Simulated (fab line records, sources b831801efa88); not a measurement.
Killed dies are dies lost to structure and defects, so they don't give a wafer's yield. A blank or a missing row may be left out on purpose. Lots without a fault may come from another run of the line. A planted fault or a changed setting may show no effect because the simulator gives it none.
Chamber matching | flow sky130 | SKY_LI_CONTACT_CMP_24 on cmp-02: 4 sister chambers
The step polishes, stops on PSG, t overpolish 20 s, target thk 0 nm. 16 wafers are shown with their chamber, then 8 later ones without.

WAFERS WITH THEIR CHAMBER
wafer  | chamber | time_to_endpoint_s (s) | motor_current_A (A) | overpolish_run_s (s)
L924.1 | 0       | 100                    | 10.3                | 19.999
L924.2 | 2       | 87                     | 12.1                | 20.004
L924.3 | 3       | 99                     | 10.6                | 19.988
L926.2 | 1       | 96                     | 10.8                | 19.990
L926.4 | 3       | 92                     | 10.4                | 19.993
L926.5 | 1       | 95                     | 10.9                | 19.997
L931.1 | 2       | 86                     | 12.0                | 20.011
L931.3 | 1       | 96                     | 10.6                | 20.010
L931.4 | 0       | 95                     | 11.3                | 19.993
L935.2 | 2       | 85                     | 11.9                | 19.989
L935.4 | 0       | 93                     | 10.5                | 20.002
L935.5 | 2       | 89                     | 11.3                | 19.985
L934.1 | 2       | 88                     | 11.9                | 19.995
L934.3 | 1       | 101                    | 11.5                | 19.999
L934.4 | 3       | 91                     | 10.6                | 20.003
L941.1 | 3       | 94                     | 10.9                | 19.987

SIGNATURES (means of the wafers above)
reading            | chamber 0 | chamber 1 | chamber 2 | chamber 3 | scatter within a chamber
time_to_endpoint_s | 96.00     | 97.00     | 87.00     | 94.00     | 2.83
motor_current_A    | 10.700    | 10.950    | 11.840    | 10.625    | 0.357
overpolish_run_s   | 19.99800  | 19.99900  | 19.99680  | 19.99275  | 0.00849
Rule: a wafer's distance from a chamber is the root of the sum, over the readings, of the square of ((its reading less the chamber's mean) divided by the reading's scatter). The wafer belongs to the nearest chamber; if the next one is less than 2 further off, it can't be placed. The scatter: the root of (the sum of the squares of (reading less its chamber's mean) over the shown wafers, divided by (wafers less chambers)).

WAFERS WITHOUT THEIR CHAMBER
wafer  | time_to_endpoint_s (s) | motor_current_A (A) | overpolish_run_s (s)
L941.2 | 100                    | 10.9                | 20.015
L941.4 | 86                     | 12.2                | 20.000
L946.1 | 96                     | 11.2                | 20.004
L946.3 | 105                    | 11.6                | 20.002
L946.4 | 90                     | 11.3                | 19.996
L945.1 | 89                     | 12.3                | 20.001
L945.2 | 97                     | 11.0                | 20.006
L945.4 | 99                     | 10.6                | 19.994

WHICH CHAMBER EACH WENT THROUGH
wafer  | from the rows above               | in truth
L941.2 | can't be placed: 1 or 0 or 3      | 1
L941.4 | 2                                 | 2
L946.1 | can't be placed: 1 or 0 or 3      | 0
L946.3 | can't be placed: 1 or 0 or 3      | 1
L946.4 | can't be placed: 2 or 3 or 1 or 0 | 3
L945.1 | 2                                 | 2
L945.2 | can't be placed: 1 or 0 or 3      | 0
L945.4 | can't be placed: 0 or 1 or 3      | 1
Placed correctly: 2 of 8. Can't be placed from these rows: 6 (the true chamber is among the candidates in 6). Placed wrongly: 0.
